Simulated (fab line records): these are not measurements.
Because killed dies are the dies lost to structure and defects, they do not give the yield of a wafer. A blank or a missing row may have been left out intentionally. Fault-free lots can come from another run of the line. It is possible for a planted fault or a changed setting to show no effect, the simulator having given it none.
Matching of chambers + flow gf180mcu + GF_V5_CMP_26 on cmp-02: 4 sister chambers
The step polishes, stops on SiO2, t overpolish 15 s, target thk 0 nm. 42 wafers are shown with their chamber, then 12 later ones without.

EACH WAFER AND ITS CHAMBER
| wafer  | chamber | motor_current_A (A) | time_to_endpoint_s (s) | slurry_flow_ml_min |
|--------|---------|---------------------|------------------------|--------------------|
| L074.2 | 2       | 11.9                | 87                     | 149.3              |
| L074.5 | 3       | 12.7                | 87                     | 149.5              |
| L074.6 | 2       | 11.8                | 87                     | 149.5              |
| L075.3 | 0       | 11.1                | 79                     | 149.9              |
| L075.4 | 1       | 10.6                | 87                     | 149.1              |
| L075.6 | 0       | 10.6                | 82                     | 149.8              |
| L076.1 | 1       | 10.1                | 91                     | 149.8              |
| L076.3 | 3       | 12.9                | 86                     | 150.0              |
| L076.6 | 3       | 12.7                | 86                     | 149.9              |
| L077.1 | 2       | 12.4                | 92                     | 150.1              |
| L077.2 | 1       | 10.2                | 86                     | 150.1              |
| L077.3 | 3       | 13.3                | 88                     | 149.6              |
| L079.1 | 2       | 12.0                | 88                     | 149.8              |
| L079.2 | 1       | 9.9                 | 89                     | 149.5              |
| L079.3 | 3       | 13.2                | 83                     | 149.9              |
| L081.2 | 0       | 11.0                | 85                     | 150.1              |
| L081.3 | 2       | 11.7                | 90                     | 150.6              |
| L081.4 | 3       | 13.3                | 85                     | 149.4              |
| L080.3 | 1       | 10.6                | 87                     | 150.1              |
| L080.4 | 3       | 13.2                | 85                     | 150.4              |
| L080.6 | 2       | 11.7                | 87                     | 150.1              |
| L082.1 | 2       | 11.7                | 88                     | 149.4              |
| L082.3 | 3       | 13.0                | 85                     | 150.6              |
| L082.4 | 0       | 10.4                | 85                     | 150.1              |
| L083.2 | 2       | 12.0                | 95                     | 149.9              |
| L083.3 | 1       | 10.4                | 94                     | 150.6              |
| L083.5 | 0       | 10.8                | 87                     | 150.7              |
| L084.1 | 3       | 13.1                | 87                     | 150.0              |
| L084.2 | 2       | 11.7                | 88                     | 150.1              |
| L084.3 | 0       | 11.4                | 89                     | 149.7              |
| L085.3 | 0       | 10.6                | 82                     | 150.2              |
| L085.4 | 2       | 12.1                | 82                     | 149.9              |
| L085.6 | 0       | 10.8                | 78                     | 149.9              |
| L086.1 | 1       | 9.9                 | 92                     | 150.4              |
| L086.4 | 2       | 12.2                | 90                     | 149.1              |
| L086.5 | 2       | 11.7                | 91                     | 150.9              |
| L089.1 | 3       | 13.6                | 83                     | 149.4              |
| L089.2 | 0       | 10.6                | 81                     | 149.3              |
| L089.4 | 1       | 10.7                | 88                     | 149.0              |
| L090.1 | 0       | 10.4                | 85                     | 150.4              |
| L090.3 | 3       | 13.4                | 81                     | 149.9              |
| L090.4 | 1       | 10.3                | 82                     | 150.2              |

SIGNATURES (averages over the wafers above)
| reading            | chamber 0 | chamber 1 | chamber 2 | chamber 3 | scatter within a chamber |
|--------------------|-----------|-----------|-----------|-----------|--------------------------|
| motor_current_A    | 10.770    | 10.300    | 11.908    | 13.127    | 0.283                    |
| time_to_endpoint_s | 83.30     | 88.44     | 88.75     | 85.09     | 3.12                     |
| slurry_flow_ml_min | 150.010   | 149.867   | 149.892   | 149.873   | 0.47                     |
Rule: for a wafer and a chamber, the distance is found by dividing, reading by reading, the gap between the wafer's reading and the chamber's mean by the reading's scatter, squaring, summing and taking the root. The wafer belongs to the nearest chamber; if the next one is less than 2 further off, it can't be placed. How the scatter is found: for the shown wafers, subtract from each reading the mean of its chamber, square and add these, divide the total by (wafers less chambers), then take the root.

WAFERS WITHOUT THEIR CHAMBER
| wafer  | motor_current_A (A) | time_to_endpoint_s (s) | slurry_flow_ml_min |
|--------|---------------------|------------------------|--------------------|
| L092.3 | 12.1                | 88                     | 150.3              |
| L092.5 | 12.6                | 83                     | 150.8              |
| L092.6 | 10.5                | 79                     | 149.9              |
| L094.1 | 10.2                | 85                     | 149.6              |
| L094.3 | 13.3                | 87                     | 150.1              |
| L094.4 | 10.8                | 90                     | 149.9              |
| L095.1 | 10.4                | 80                     | 150.2              |
| L095.3 | 13.2                | 85                     | 150.4              |
| L095.5 | 10.2                | 88                     | 149.9              |
| L096.1 | 13.0                | 90                     | 149.7              |
| L096.2 | 12.6                | 90                     | 150.0              |
| L096.4 | 10.7                | 93                     | 150.3              |

EACH ONE'S CHAMBER
| wafer  | from the rows above     | in truth |
|--------|-------------------------|----------|
| L092.3 | 2                       | 2        |
| L092.5 | can't be placed: 3 or 2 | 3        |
| L092.6 | can't be placed: 0 or 1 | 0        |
| L094.1 | can't be placed: 1 or 0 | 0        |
| L094.3 | 3                       | 3        |
| L094.4 | can't be placed: 1 or 0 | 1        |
| L095.1 | can't be placed: 0 or 1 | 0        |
| L095.3 | 3                       | 3        |
| L095.5 | 1                       | 1        |
| L096.1 | 3                       | 3        |
| L096.2 | can't be placed: 3 or 2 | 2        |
| L096.4 | can't be placed: 1 or 0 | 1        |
Placed correctly: 5 of 12. These rows do not allow placing 7 (true chamber among the candidates in 7). Placed wrongly: 0.
